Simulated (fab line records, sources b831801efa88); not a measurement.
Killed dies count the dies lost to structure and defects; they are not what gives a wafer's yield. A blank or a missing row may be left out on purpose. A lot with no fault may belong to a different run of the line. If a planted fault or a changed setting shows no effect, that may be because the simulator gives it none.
Matching of chambers    flow gf180mcu    4 sister chambers for GF_V1_CMP_26 on cmp-02
The step polishes, stops on SiO2, t overpolish 15 s, target thk 0 nm. 8 wafers are shown with their chamber, then 9 later ones without.

== WAFERS, EACH WITH ITS CHAMBER ==
wafer   chamber  motor current A (A)  time to endpoint s (s)
L586.2  3        11.5                 77
L586.3  0        10.8                 84
L586.5  0        10.3                 81
L590.5  1        10.7                 79
L590.6  2        9.7                  78
L591.1  1        10.6                 73
L591.3  3        12.0                 79
L591.4  2        9.3                  77

== WAFERS WITHOUT THEIR CHAMBER ==
wafer   motor current A (A)  time to endpoint s (s)
L592.1  10.9                 78
L592.2  10.0                 81
L592.3  9.4                  79
L600.2  10.5                 82
L600.5  9.1                  84
L600.6  12.0                 84
L605.2  10.2                 76
L605.4  11.2                 82
L605.6  11.1                 77

== WHICH CHAMBER EACH ONE RAN IN ==
wafer    from the rows above            in truth
L592.1   can't be placed: 1 or 0 or 3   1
L592.2   can't be placed: 0 or 2 or 1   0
L592.3   2                              2
L600.2   0                              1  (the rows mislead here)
L600.5   2                              2
L600.6   3                              3
L605.2   can't be placed: 1 or 2 or 0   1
L605.4   can't be placed: 0 or 3 or 1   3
L605.6   can't be placed: 1 or 3 or 0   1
Correct placement for 3 of the 9. These rows do not allow placing 5 (true chamber among the candidates in 5). 1 placed wrongly.
How it was worked out, from the rows above alone: a wafer's distance from a chamber is the root of the sum, over the readings, of the square of ((its reading less the chamber's mean) divided by the reading's scatter). If the next closest chamber is less than 2 further off than the closest, the wafer can't be placed; otherwise it belongs to the closest. Each chamber's mean is taken over the wafers shown for it. The scatter: take each reading less its chamber's mean, square it, sum over the shown wafers, divide by the number of wafers less the number of chambers, and take the root.
